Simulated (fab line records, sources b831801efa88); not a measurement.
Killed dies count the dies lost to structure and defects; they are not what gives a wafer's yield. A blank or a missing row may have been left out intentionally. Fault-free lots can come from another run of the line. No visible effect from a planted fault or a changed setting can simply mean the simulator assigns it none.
Struck lot and sound lot, side by side | flow sky130 | 43 steps out of a route of 708
Sound: wafers L584.2, L584.3, L584.6. Struck: wafers L594.1, L594.2, L594.4. At the end, the cause is stated.
Each step with rows lists, per side, the tool, then ch with its chambers, then its first start. Under that, the readings that differ: sound wafers | struck wafers | difference of the means | sigmas: that difference in standard deviations of wafers without a fault.
alike: same words and numbers on both sides, and readings whose means sit less than 2 such deviations apart. not compared: any withheld reading, any reading some wafer has no value for, any bound like >300 that may hide the same value, and any number with overlapping values for which the record gives no deviation.
A row with sigmas, a row that says differs or no value, or rows on one side alone: a step with any of these is where the two part. Numbers that have no deviation but don't overlap get no sigmas and don't part them. A reading missing from all wafers of one side parts the sides only when that side holds two or more wafers.

first, 7 steps without rows for these wafers: SKY_VIA3_ETCH_15 (etches SiO2 in C4F8/O2/Ar, stops on TiN, target depth 507 nm, time 78 s); SKY_VIA3_STRIP_16 (strips in O2/N2); SKY_VIA3_STRIP_17 (strips in post etch residue remover, time 1200 s); SKY_VIA3_CLEAN_18 (cleans in IPA, time 180 s); SKY_VIA3_CLEAN_19 (cleans in O3/DIW); SKY_VIA3_SPUTTER_20 (material TiN, target thk 20 nm, time 80 s); SKY_VIA3_CVD_21 (deposits W, target thk 390 nm, time 117.31 s).
SKY_VIA3_RS_MEAS_22: a four-point-probe measurement.
  sound on film_metro-02 at day 41 22:05; struck on film_metro-01 at day 44 23:23
  alike: VIA3_W_RS
SKY_VIA3_THK_MEAS_23: measures by xrf.
  sound on film_metro-02 at day 41 22:12; struck on film_metro-01 at day 44 23:31
  reading         | sound       | struck      | difference | sigmas
  VIA3_W_THK (nm) | 404 409 404 | 385 388 381 | -21        | -3
SKY_VIA3_CMP_24: polishes, stops on SiO2, t overpolish 20 s, target thk 0 nm.
  sound on cmp-01 ch 0,1,2, day 41 22:15; struck on cmp-02 ch 1,2,3, day 44 23:34
  alike: motor_current_A, overpolish_run_s, retaining_ring_pressure_frac, slurry_flow_ml_min, time_to_endpoint_s
then, 2 steps without rows for these wafers: SKY_METAL4_SPUTTER_00 (material Ti, target thk 15 nm, time 10 s); SKY_METAL4_SPUTTER_01 (material TiN, target thk 20 nm, time 16.7 s).
SKY_METAL4_SPUTTER_02: material AlCu, target thk 735 nm, time 39.1 s.
  sound on pvd_sputter-04 at day 41 22:36; struck on pvd_sputter-02 at day 44 23:55
  alike: cathode_dc_power_W, throttle_valve_pct
SKY_METAL4_SPUTTER_03: material Ti, target thk 5 nm, time 3.3 s.
  sound on pvd_sputter-04 at day 41 22:38; struck on pvd_sputter-02 at day 44 23:57
  alike: cathode_dc_power_W, throttle_valve_pct
SKY_METAL4_SPUTTER_04: material TiN, target thk 70 nm, time 58.3 s.
  sound on pvd_sputter-04 at day 41 22:40; struck on pvd_sputter-02 at day 44 23:58
  alike: cathode_dc_power_W, throttle_valve_pct
then, 1 step without rows for these wafers: SKY_CAP2M_CVD_00 (deposits SiO2, target thk 15.5 nm).
SKY_CAP2M_THK_MEAS_01:
  sound on film_metro-03 at day 41 22:44; struck on film_metro-01 at day 45 00:02
  alike: CAP2M_CVD_00_THK
then, 1 step without rows for these wafers: SKY_CAP2M_SPUTTER_02 (material TiN, target thk 200 nm, time 166.7 s).
SKY_CAP2M_RS_MEAS_03: a four-point-probe measurement.
  sound on film_metro-04 at day 41 22:55; struck on film_metro-04 at day 45 00:13
  alike: CAP2M_TIN_RS
SKY_CAP2M_THK_MEAS_04: measures by xrf.
  sound on film_metro-04 at day 41 23:02; struck on film_metro-04 at day 45 00:20
  alike: CAP2M_TIN_THK
then, 7 steps without rows for these wafers: SKY_CAP2M_DEHYDRATE_05 (time 60 s); SKY_CAP2M_HMDS_06 (prime time 60 s); SKY_CAP2M_COAT_07 (resist thk 1126 nm); SKY_CAP2M_SOFTBAKE_08 (time 60 s); SKY_CAP2M_EXPOSE_09 (exposes mask CAP2M, target cd 1000 nm); SKY_CAP2M_PEB_10; SKY_CAP2M_DEVELOP_11 (develop time 58.75 s).
SKY_CAP2M_OVL_MEAS_12:
  sound on overlay-02 at day 42 21:33; struck on overlay-01 at day 45 20:56
  alike: CAP2M_OVL
SKY_CAP2M_METAL_ETCH_13: etches TiN in Cl2/BCl3, stops on SiO2, target depth 220 nm, time 62.9 s.
  sound on rie_metal-04 ch 0,1, day 42 21:35; struck on rie_metal-02 ch 0,1, day 45 20:59
  alike: bias_w, drypump_motor_current_A, oes_product_au, throttle_valve_pct
  not compared: rf_hours_counter_h
SKY_CAP2M_STRIP_14: strips in O2/N2.
  sound on plasma_asher-04 ch 0,1, day 42 21:40; struck on plasma_asher-04 ch 0,1, day 45 21:04
  alike: drypump_motor_current_A, oes_product_au, strip_time_to_endpoint_s
  not compared: rf_hours_counter_h
then, 11 steps without rows for these wafers: SKY_CAP2M_STRIP_15 (strips in post etch residue remover, time 1200 s); SKY_CAP2M_CLEAN_16 (cleans in IPA, time 180 s); SKY_CAP2M_CLEAN_17 (cleans in O3/DIW); SKY_METAL4_DEHYDRATE_05 (time 60 s); SKY_METAL4_HMDS_06 (prime time 60 s); SKY_METAL4_COAT_07 (resist thk 60 nm); SKY_METAL4_COAT_08 (resist thk 1140 nm); SKY_METAL4_SOFTBAKE_09 (time 90 s); SKY_METAL4_EXPOSE_10 (exposes mask MM4, target cd 300 nm); SKY_METAL4_PEB_11; SKY_METAL4_DEVELOP_12 (develop time 60 s).
SKY_METAL4_CD_MEAS_13: the cd target is 300 nm.
  sound on cd_sem-01 at day 43 21:24; struck on cd_sem-02 at day 46 17:44
  alike: cd_nm
-- the record jumps here: 3 days lie between the struck wafers' starts before and after (it left off in module METAL4 and takes up again in module PAD_OPEN, whose first step shown is number 708 of the route) --
SKY_PAD_OPEN_PROBE_99:
  sound on prober-02 at day 47 16:23; struck on prober-01 at day 50 03:30
  reading                               | sound                | struck            | difference | sigmas
  killed_at_M4_up                       | 2 4 1                | 69 30 30          | +41        | +21
  killed_at_other                       | 0 0 0                | 3 0 0             | +1         | +2
  killed_dies                           | 91 72 81             | 144 102 105       | +36        | +4
  model.etest.tester.sort_n_pass        | 401 420 411          | 348 390 387       | -36        |
  model.etest.tester.sort_yield_pct (%) | 81.5 85.37 83.54     | 70.73 79.27 78.66 | -7.25      |
  model.etest.tester.sort_bin_3_pct (%) | 0.2033 0.2033 0.6098 | 5.081 3.455 2.439 | +3.320     |
  alike: killed_at_M0_to_M3, killed_at_contacts, killed_at_front_end, killed_open, killed_short
  not compared: model.etest.tester.sort_bin_5_pct

## WHERE THEY PART
First at SKY_VIA3_THK_MEAS_23; last, within this record, at SKY_PAD_OPEN_PROBE_99.

WHY: what the simulator had put in
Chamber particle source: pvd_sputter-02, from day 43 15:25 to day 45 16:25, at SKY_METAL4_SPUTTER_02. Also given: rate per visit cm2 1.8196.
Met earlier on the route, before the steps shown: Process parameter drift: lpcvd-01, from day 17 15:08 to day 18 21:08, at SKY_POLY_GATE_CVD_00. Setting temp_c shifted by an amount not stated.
